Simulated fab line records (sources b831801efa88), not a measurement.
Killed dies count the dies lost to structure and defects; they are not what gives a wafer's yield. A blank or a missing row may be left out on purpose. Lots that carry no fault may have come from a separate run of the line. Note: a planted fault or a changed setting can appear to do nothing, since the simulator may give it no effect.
Code-filled problem report in 8D (eight disciplines) form -- flow gf180mcu -- the parts of the form that need people (team, actions taken, sign-off) are left out

## 1. WHAT WENT WRONG
Wafers without a fault read 140.0 W, standard deviation 0.37; bias-w at GF_M3_METAL_ETCH_16 reads a mean of 179.2 W on 6 wafers belonging to 2 lots. So: +99 or more standard deviations from the usual mean.
The step: etches the open film in Cl2/BCl3, stops on SiO2, target depth 627.5 nm, time 104.6 s.
The first sign was on wafer L657.1 at day 25 22:58, on rie-metal-02. The record has a number at this step for 30 wafers belonging to 10 lots. Rule for "out", or "out of limits": more than 4 standard deviations from the usual mean. The rest of the wafers with a number are treated as sound.

## 2. WHAT IT IS; WHAT IT IS NOT
question,is,is not
which readings at this step,bias-w,"drypump-motor-current-A, he-backside-leak-sccm, oes-product-au"
which lots,"L657, L658","L649, L652, L655, L661, L663, L664, L665, L667"
which wafers of those lots,all that have a number,-
read on which tools,rie-metal-02,"rie-metal-01, rie-metal-03"
when,from day 25 22:58,"up to then (9 sound wafers); but 15 sound wafers of L661, L663, L664, L665, L667 came after"

## 3. WHAT RULES OUT EACH SUSPECT
Counting: any tool at a process step up to the reading is kept as a suspect provided that every lot that is out went through it and no sound lot did after the first of them.
- plasma-asher-03 at GF_V2_STRIP_18 (strips in O2/N2): ruled out as a lasting fault. The sound lots L665 went through it after L657, its earliest lot that is out (day 25 00:14).
- rie-metal-02 at GF_M3_METAL_ETCH_16 (etches the open film in Cl2/BCl3, stops on SiO2, target depth 627.5 nm, time 104.6 s): ruled out as a lasting fault. The sound lots L667 went through it after L657, its earliest lot that is out (day 25 22:58).
Left after counting: nothing in the record.

## 4. THE CAUSE (what the simulator had put in)
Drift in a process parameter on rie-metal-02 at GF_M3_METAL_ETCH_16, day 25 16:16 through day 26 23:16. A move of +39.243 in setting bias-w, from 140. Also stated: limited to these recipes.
Counting ruled it out, wrongly.

## 5. THE CHAIN OF EFFECTS, in route order
Each row: a reading whose mean over the struck wafers that have a number lies more than 3 standard deviations from the usual. Scope: only readings with a usual standard deviation given in the record; hours: median across lots of the time from each lot's start at the first step in this table that gives one to its start at this step; sigmas: change in usual standard deviations.
hours,step,reading,usual,on struck wafers,change,sigmas
0,GF_M3_METAL_ETCH_16,bias-w,140.0 W,179.2,+39.2,+99 or more
Here are the process steps it includes:
- GF_M3_METAL_ETCH_16: etches the open film in Cl2/BCl3, stops on SiO2, target depth 627.5 nm, time 104.6 s.

## 6. WHAT WOULD HAVE CAUGHT IT SOONER
The fault began at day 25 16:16; the first out-of-limits reading in this record came at day 25 22:58, 7 hours later.
